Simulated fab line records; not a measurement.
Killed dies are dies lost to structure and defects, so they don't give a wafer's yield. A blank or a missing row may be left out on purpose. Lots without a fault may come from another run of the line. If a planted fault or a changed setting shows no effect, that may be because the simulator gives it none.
Which tool was responsible? / flow sky130 / 14 lots with 42 wafers sampled at 2 steps, on a route of 708 steps

== WHAT THE GAUGES READ, wafer by wafer ==
The record holds no reading of a measuring or inspecting step that can be judged against a usual standard deviation.

== WHICH TOOL RAN EACH LOT (tool, then ch and the chambers of the sampled wafers, then the start) ==
lot=L796; SKY_METAL1_SPUTTER_04=pvd sputter-04, day 31 08:02; SKY_PAD_OPEN_PROBE_99=-
lot=L797; SKY_METAL1_SPUTTER_04=pvd sputter-01, day 31 20:37; SKY_PAD_OPEN_PROBE_99=-
lot=L798; SKY_METAL1_SPUTTER_04=pvd sputter-02, day 32 06:12; SKY_PAD_OPEN_PROBE_99=-
lot=L799; SKY_METAL1_SPUTTER_04=pvd sputter-01, day 32 17:23; SKY_PAD_OPEN_PROBE_99=-
lot=L801; SKY_METAL1_SPUTTER_04=pvd sputter-02, day 33 11:05; SKY_PAD_OPEN_PROBE_99=-
lot=L803; SKY_METAL1_SPUTTER_04=pvd sputter-04, day 34 06:23; SKY_PAD_OPEN_PROBE_99=prober-02, day 47 17:00
lot=L806; SKY_METAL1_SPUTTER_04=pvd sputter-04, day 34 23:20; SKY_PAD_OPEN_PROBE_99=-
lot=L807; SKY_METAL1_SPUTTER_04=pvd sputter-04, day 35 07:23; SKY_PAD_OPEN_PROBE_99=prober-02, day 48 10:30
lot=L809; SKY_METAL1_SPUTTER_04=pvd sputter-01, day 36 02:08; SKY_PAD_OPEN_PROBE_99=prober-02, day 49 00:00
lot=L810; SKY_METAL1_SPUTTER_04=pvd sputter-01, day 36 10:45; SKY_PAD_OPEN_PROBE_99=-
lot=L812; SKY_METAL1_SPUTTER_04=pvd sputter-02, day 36 18:01; SKY_PAD_OPEN_PROBE_99=-
lot=L813; SKY_METAL1_SPUTTER_04=pvd sputter-01, day 37 09:03; SKY_PAD_OPEN_PROBE_99=-
lot=L815; SKY_METAL1_SPUTTER_04=pvd sputter-02, day 37 19:38; SKY_PAD_OPEN_PROBE_99=-
lot=L817; SKY_METAL1_SPUTTER_04=pvd sputter-04, day 38 13:36; SKY_PAD_OPEN_PROBE_99=-
- SKY_METAL1_SPUTTER_04: material TiN, target thk 70 nm, time 58.3 s.
- SKY_PAD_OPEN_PROBE_99

== WHAT THE TOOLS THEMSELVES READ (means of the sampled wafers that have a number; where no wafer has one, the mark that the record gives instead) ==
SKY_METAL1_SPUTTER_04.
lot=L796; tool=pvd sputter-04; chamber pressure pa (Pa)=0.4015; throttle valve pct (%)=29.5
lot=L797; tool=pvd sputter-01; chamber pressure pa (Pa)=0.3995; throttle valve pct (%)=30.0
lot=L798; tool=pvd sputter-02; chamber pressure pa (Pa)=0.4003; throttle valve pct (%)=29.7
lot=L799; tool=pvd sputter-01; chamber pressure pa (Pa)=0.3999; throttle valve pct (%)=29.6
lot=L801; tool=pvd sputter-02; chamber pressure pa (Pa)=0.4009; throttle valve pct (%)=29.3
lot=L803; tool=pvd sputter-04; chamber pressure pa (Pa)=0.4003; throttle valve pct (%)=29.3
lot=L806; tool=pvd sputter-04; chamber pressure pa (Pa)=0.4004; throttle valve pct (%)=29.3
lot=L807; tool=pvd sputter-04; chamber pressure pa (Pa)=0.4001; throttle valve pct (%)=29.4
lot=L809; tool=pvd sputter-01; chamber pressure pa (Pa)=0.4001; throttle valve pct (%)=30.0
lot=L810; tool=pvd sputter-01; chamber pressure pa (Pa)=0.3795; throttle valve pct (%)=30.1
lot=L812; tool=pvd sputter-02; chamber pressure pa (Pa)=0.3996; throttle valve pct (%)=29.8
lot=L813; tool=pvd sputter-01; chamber pressure pa (Pa)=0.3798; throttle valve pct (%)=30.6
lot=L815; tool=pvd sputter-02; chamber pressure pa (Pa)=0.4000; throttle valve pct (%)=29.6
lot=L817; tool=pvd sputter-04; chamber pressure pa (Pa)=0.3993; throttle valve pct (%)=29.4

SKY_PAD_OPEN_PROBE_99.
lot=L803; tool=prober-02; defect limited yield (%)=84.2; killed_at_M0_to_M3=41; killed_at_M4_up=1.7; killed at contacts=19; killed at front end=16; killed at other=0.0; killed dies=78; killed open=43; killed short=35; sort_bin_3_pad_short (%)=1.3; sort_bin_5_function (%)=8.7; sort_bin_6_memory (%)=5.8; sort n pass=414; sort yield pct (%)=84.2
lot=L807; tool=prober-02; defect limited yield (%)=81.9; killed_at_M0_to_M3=45; killed_at_M4_up=4.0; killed at contacts=25; killed at front end=14; killed at other=0.7; killed dies=89; killed open=46; killed short=43; sort_bin_3_pad_short (%)=0.9; sort_bin_5_function (%)=11.3; sort_bin_6_memory (%)=5.8; sort n pass=403; sort yield pct (%)=81.9
lot=L809; tool=prober-02; defect limited yield (%)=79.3; killed_at_M0_to_M3=53; killed_at_M4_up=3.3; killed at contacts=27; killed at front end=18; killed at other=0.3; killed dies=102; killed open=54; killed short=48; sort_bin_3_pad_short (%)=1.7; sort_bin_5_function (%)=10.9; sort_bin_6_memory (%)=8.1; sort n pass=390; sort yield pct (%)=79.3

== THE ANSWER, worked out from the rows above alone ==
Rule: the usual values come from the lots themselves. The widest of any qualifying gaps counts: lots, ordered by their means at a reading, are off when they make up no more than a third of the lots, leave a main group of 4 or more, and stand apart from it by 3 or more times the standard deviation of that group's means. If all means in a main group match to the digits the tables above print for the reading, that group is not used. A lot without any number at a reading at which 4 lots or more have one is off too. The other lots that the step has rows for count as sound. The gauges are gone through in route order, then the tools' own readings, and for those a lot's mean is taken as printed above. The first step at which some lot is off is used, and at that step the reading that is off furthest; a lot without a number counts as furthest.
Off: L810, L813, at SKY_METAL1_SPUTTER_04 (chamber pressure pa). The main group: mean 0.4002 Pa, standard deviation 0.00058.
If a tool, at that step or one of the process steps before it, ran each lot that is off and ran no sound lot following the first of them, it fits. One fits: SKY_METAL1_SPUTTER_04 on pvd sputter-01. Its last sound lot is L809 (day 36 02:08), its first lot that is off L810 (day 36 10:45): a fault that began between those two fits.
The tool's own readings at SKY_METAL1_SPUTTER_04 bear it out: on the lots that are off they differ by more than 5 times the standard deviation of the sound lots' means. chamber pressure pa reads 0.3797 Pa there against 0.4002 Pa on the sound lots.

== WHAT THE SIMULATOR HAD PUT IN ==
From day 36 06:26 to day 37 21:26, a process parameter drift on pvd sputter-01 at SKY_METAL1_SPUTTER_04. From 0.4, the setting chamber pressure pa moved by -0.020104. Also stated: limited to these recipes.
Shown lots that were struck: L810, L813. The rule above found the same.
